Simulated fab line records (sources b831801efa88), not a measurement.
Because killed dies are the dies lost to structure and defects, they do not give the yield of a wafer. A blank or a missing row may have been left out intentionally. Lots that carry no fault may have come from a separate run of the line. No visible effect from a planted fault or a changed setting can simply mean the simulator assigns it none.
Comparing a struck lot with a sound one -- flow gf180mcu -- 14 steps out of a route of 602
Sound: these wafers, L181.1, L181.2, L181.4. The struck wafers were L190.3, L190.4, L190.6. The cause comes at the end.
For every step that has rows: the tool of each side, followed by ch and its chambers, followed by its first start. Under that, the readings that differ: sound wafers -- struck wafers -- difference of the means -- sigmas: that difference in standard deviations of wafers without a fault.
alike: readings with means less than 2 such deviations apart, plus words and numbers identical on both sides. not compared: withheld readings, readings lacking a value on some wafer, bounds such as >300 that could conceal the same value, and numbers that have no deviation in the record and whose values overlap.
The two part at a step that has a row with sigmas, a row that says differs or no value, or rows on one side only. Non-overlapping numbers with no deviation appear without sigmas and do not part them. Lack of a reading on every wafer of one side parts them only where that side has two or more wafers.

GF_SALICIDE_RTA_08: time 30 s.
  sound on rtp_anneal-01 ch 0, day 15 05:43; struck on rtp_anneal-02 ch 0, day 18 07:43
reading,sound,struck,difference,sigmas
lamp_power_pct (%),17.45 17.44 17.45,17.23 17.23 17.26,-0.21,-2
  alike: wafer_temp_C_max
then, 1 step without rows for these wafers: GF_CONTACT_CVD_00 (deposits SiO2, target thk 300 nm, time 50 s).
GF_CONTACT_THK_MEAS_01:
  sound on film_metro-01, day 15 05:52; struck on film_metro-01, day 18 07:50
  alike: CONTACT_CVD_00_THK
GF_CONTACT_CVD_02: deposits SiO2 from TEOS, target thk 860 nm, time 95.992 s.
  sound on pecvd-03 ch 0,1, day 15 05:56; struck on pecvd-02 ch 0,2, day 18 07:53
reading,sound,struck,difference,sigmas
heater_power_w (W),362 693 407,659 842 686,+242,+2
GF_CONTACT_THK_MEAS_03:
  sound on film_metro-01, day 15 06:00; struck on film_metro-02, day 18 07:58
  alike: CONTACT_CVD_02_THK
GF_CONTACT_CMP_04: polishes SiO2.
  sound on cmp-01 ch 1,2,3, day 15 06:04; struck on cmp-02 ch 0,2,3, day 18 08:01
  alike: motor_current_A, retaining_ring_pressure_frac, time_to_endpoint_s
GF_CONTACT_BOW_MEAS_05:
  sound on film_metro-04, day 15 06:22; struck on film_metro-01, day 18 08:21
  alike: CONTACT_BOW
then, 5 steps without rows for these wafers: GF_CONTACT_DEHYDRATE_06 (time 60 s); GF_CONTACT_HMDS_07 (prime time 60 s); GF_CONTACT_COAT_08; GF_CONTACT_COAT_09 (resist thk 1000 nm); GF_CONTACT_SOFTBAKE_10 (time 60 s).
GF_CONTACT_EXPOSE_11: exposes mask Contact, target cd 220 nm.
  struck on krf_scanner-02, day 18 20:38; sound on krf_scanner-02 ch 0, day 15 16:48
  no value came back on the struck wafers for exposure_dose_mJ_cm2, focus_offset_nm (nm); on the sound wafers exposure_dose_mJ_cm2 reads 38.48 38.44 38.47
  alike: mask
then, 1 step without rows for these wafers: GF_CONTACT_PEB_12 (peb time 90 s).

WHERE THEY PART
First at GF_SALICIDE_RTA_08; last, within this record, at GF_CONTACT_EXPOSE_11.

WHY: what had been put in by the simulator
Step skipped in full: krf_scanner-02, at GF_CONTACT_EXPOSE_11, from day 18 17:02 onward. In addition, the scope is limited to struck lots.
